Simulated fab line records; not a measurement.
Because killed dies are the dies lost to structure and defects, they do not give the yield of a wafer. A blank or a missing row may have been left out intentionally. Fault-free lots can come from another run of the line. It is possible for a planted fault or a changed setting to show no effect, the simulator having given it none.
Matching of chambers / flow gf180mcu / 4 sister chambers for GF_CONTACT_CMP_04 on cmp-02
The step polishes SiO2. 18 wafers are shown with their chamber, then 9 later ones without.

== WAFERS, EACH WITH ITS CHAMBER ==
wafer=L734.3; chamber=3; motor-current-A (A)=13.8; time-to-endpoint-s (s)=107; retaining-ring-pressure-frac=1.007
wafer=L734.4; chamber=1; motor-current-A (A)=13.5; time-to-endpoint-s (s)=119; retaining-ring-pressure-frac=1.007
wafer=L734.6; chamber=2; motor-current-A (A)=10.9; time-to-endpoint-s (s)=113; retaining-ring-pressure-frac=0.991
wafer=L735.4; chamber=3; motor-current-A (A)=13.3; time-to-endpoint-s (s)=102; retaining-ring-pressure-frac=1.000
wafer=L735.5; chamber=0; motor-current-A (A)=12.7; time-to-endpoint-s (s)=116; retaining-ring-pressure-frac=0.998
wafer=L735.6; chamber=1; motor-current-A (A)=13.5; time-to-endpoint-s (s)=114; retaining-ring-pressure-frac=0.996
wafer=L736.2; chamber=3; motor-current-A (A)=13.4; time-to-endpoint-s (s)=106; retaining-ring-pressure-frac=1.003
wafer=L736.4; chamber=1; motor-current-A (A)=13.4; time-to-endpoint-s (s)=113; retaining-ring-pressure-frac=0.997
wafer=L736.6; chamber=2; motor-current-A (A)=11.1; time-to-endpoint-s (s)=114; retaining-ring-pressure-frac=0.995
wafer=L738.1; chamber=0; motor-current-A (A)=11.9; time-to-endpoint-s (s)=109; retaining-ring-pressure-frac=1.000
wafer=L738.4; chamber=3; motor-current-A (A)=13.7; time-to-endpoint-s (s)=105; retaining-ring-pressure-frac=0.999
wafer=L738.5; chamber=0; motor-current-A (A)=12.4; time-to-endpoint-s (s)=115; retaining-ring-pressure-frac=1.001
wafer=L740.1; chamber=2; motor-current-A (A)=10.6; time-to-endpoint-s (s)=105; retaining-ring-pressure-frac=1.004
wafer=L740.4; chamber=0; motor-current-A (A)=12.1; time-to-endpoint-s (s)=116; retaining-ring-pressure-frac=0.999
wafer=L740.6; chamber=0; motor-current-A (A)=11.8; time-to-endpoint-s (s)=115; retaining-ring-pressure-frac=0.997
wafer=L742.3; chamber=3; motor-current-A (A)=13.5; time-to-endpoint-s (s)=104; retaining-ring-pressure-frac=0.996
wafer=L742.4; chamber=0; motor-current-A (A)=12.0; time-to-endpoint-s (s)=119; retaining-ring-pressure-frac=1.000
wafer=L742.5; chamber=1; motor-current-A (A)=13.4; time-to-endpoint-s (s)=115; retaining-ring-pressure-frac=0.997

SIGNATURES (means of the wafers above)
reading=motor-current-A; chamber 0=12.150; chamber 1=13.450; chamber 2=10.867; chamber 3=13.540; scatter within a chamber=0.251
reading=time-to-endpoint-s; chamber 0=115.00; chamber 1=115.25; chamber 2=110.67; chamber 3=104.80; scatter within a chamber=3.14
reading=retaining-ring-pressure-frac; chamber 0=0.99917; chamber 1=0.99925; chamber 2=0.99667; chamber 3=1.00100; scatter within a chamber=0.00423
Rule: a wafer's distance from a chamber is the root of the sum, over the readings, of the square of ((its reading less the chamber's mean) divided by the reading's scatter). The wafer belongs to the nearest chamber; if the next one is less than 2 further off, it can't be placed. The scatter is the square root of a quotient: the sum, over the shown wafers, of each reading's squared deviation from its chamber's mean, divided by wafers minus chambers.

== WAFERS WITH NO CHAMBER GIVEN ==
wafer=L745.1; motor-current-A (A)=11.1; time-to-endpoint-s (s)=104; retaining-ring-pressure-frac=1.003
wafer=L745.2; motor-current-A (A)=13.8; time-to-endpoint-s (s)=104; retaining-ring-pressure-frac=1.006
wafer=L745.6; motor-current-A (A)=11.9; time-to-endpoint-s (s)=115; retaining-ring-pressure-frac=1.006
wafer=L756.1; motor-current-A (A)=11.2; time-to-endpoint-s (s)=116; retaining-ring-pressure-frac=1.000
wafer=L756.2; motor-current-A (A)=13.1; time-to-endpoint-s (s)=104; retaining-ring-pressure-frac=0.995
wafer=L756.4; motor-current-A (A)=11.3; time-to-endpoint-s (s)=109; retaining-ring-pressure-frac=0.996
wafer=L757.1; motor-current-A (A)=12.4; time-to-endpoint-s (s)=110; retaining-ring-pressure-frac=1.008
wafer=L757.2; motor-current-A (A)=11.2; time-to-endpoint-s (s)=104; retaining-ring-pressure-frac=0.994
wafer=L757.6; motor-current-A (A)=10.5; time-to-endpoint-s (s)=105; retaining-ring-pressure-frac=0.999

== THE CHAMBER EACH PASSED THROUGH ==
wafer=L745.1; from the rows above=2; in truth=2
wafer=L745.2; from the rows above=3; in truth=3
wafer=L745.6; from the rows above=0; in truth=0
wafer=L756.1; from the rows above=can't be placed: 2 or 0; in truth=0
wafer=L756.2; from the rows above=can't be placed: 3 or 1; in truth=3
wafer=L756.4; from the rows above=2; in truth=2
wafer=L757.1; from the rows above=0; in truth=0
wafer=L757.2; from the rows above=2; in truth=2
wafer=L757.6; from the rows above=2; in truth=2
Correct placement for 7 of the 9. These rows do not allow placing 2 (true chamber among the candidates in 2). Wrongly placed: 0.
